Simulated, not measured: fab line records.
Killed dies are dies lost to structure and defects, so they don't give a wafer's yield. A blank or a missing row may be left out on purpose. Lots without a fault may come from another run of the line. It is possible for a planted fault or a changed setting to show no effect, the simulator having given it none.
Chamber matching    flow sky130    SKY_POLY_GATE_ETCH_17 on rieSi-02: 4 sister chambers
The step etches poly-Si in HBr/Cl2, stops on SiO2, target depth 180 nm, time 70.5 s. 16 wafers are shown with their chamber, then 8 later ones without.

## WAFERS, EACH WITH ITS CHAMBER
wafer   chamber  drypumpMotorCurrentA (A)  throttleValvePct (%)  oesProductAu (a.u.)
L119.1  1        5.6                       33.698                0.986
L119.2  3        5.6                       33.698                1.001
L119.6  1        5.5                       33.686                0.989
L120.1  3        5.6                       33.675                0.997
L120.2  2        5.7                       33.687                0.985
L120.6  0        5.2                       33.681                0.992
L121.1  3        5.6                       33.690                1.005
L121.3  2        5.7                       33.673                0.996
L121.5  1        5.6                       33.693                0.996
L123.1  3        5.6                       33.688                1.003
L123.3  1        5.6                       33.697                0.989
L123.5  3        5.6                       33.685                0.998
L122.2  0        5.2                       33.674                0.999
L122.4  3        5.6                       33.683                1.010
L122.5  3        5.6                       33.683                1.006
L129.1  1        5.5                       33.700                0.976

SIGNATURES (averages over the wafers above)
reading               chamber 0  chamber 1  chamber 2  chamber 3  scatter within a chamber
drypumpMotorCurrentA  5.200      5.560      5.700      5.600      0.0316
throttleValvePct      33.67750   33.69480   33.68000   33.68600   0.00677
oesProductAu          0.99550    0.98720    0.99050    1.00286    0.00593
Rule: for each reading, subtract the chamber's mean from the wafer's reading, divide by that reading's scatter and square the result; add these up over the readings and take the root, which gives the wafer's distance from the chamber. If the next closest chamber is less than 2 further off than the closest, the wafer can't be placed; otherwise it belongs to the closest. The scatter: take each reading less its chamber's mean, square it, sum over the shown wafers, divide by the number of wafers less the number of chambers, and take the root.

## WAFERS WITH NO CHAMBER GIVEN
wafer   drypumpMotorCurrentA (A)  throttleValvePct (%)  oesProductAu (a.u.)
L129.4  5.2                       33.687                0.986
L129.6  5.6                       33.678                0.973
L137.1  5.6                       33.682                0.981
L137.2  5.6                       33.659                0.982
L137.6  5.7                       33.690                0.982
L141.2  5.6                       33.685                0.998
L141.4  5.2                       33.703                0.997
L141.6  5.6                       33.674                0.999

## WHICH CHAMBER EACH WENT THROUGH
wafer   from the rows above           in truth
L129.4  0                             0
L129.6  can't be placed: 1 or 2 or 3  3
L137.1  can't be placed: 1 or 2 or 3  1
L137.2  can't be placed: 2 or 3 or 1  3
L137.6  2                             2
L141.2  can't be placed: 3 or 1       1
L141.4  0                             0
L141.6  can't be placed: 3 or 2 or 1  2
3 of 8 placed correctly. Not placeable from these rows: 5 (in 5, the candidates include the true chamber). Wrongly placed: 0.
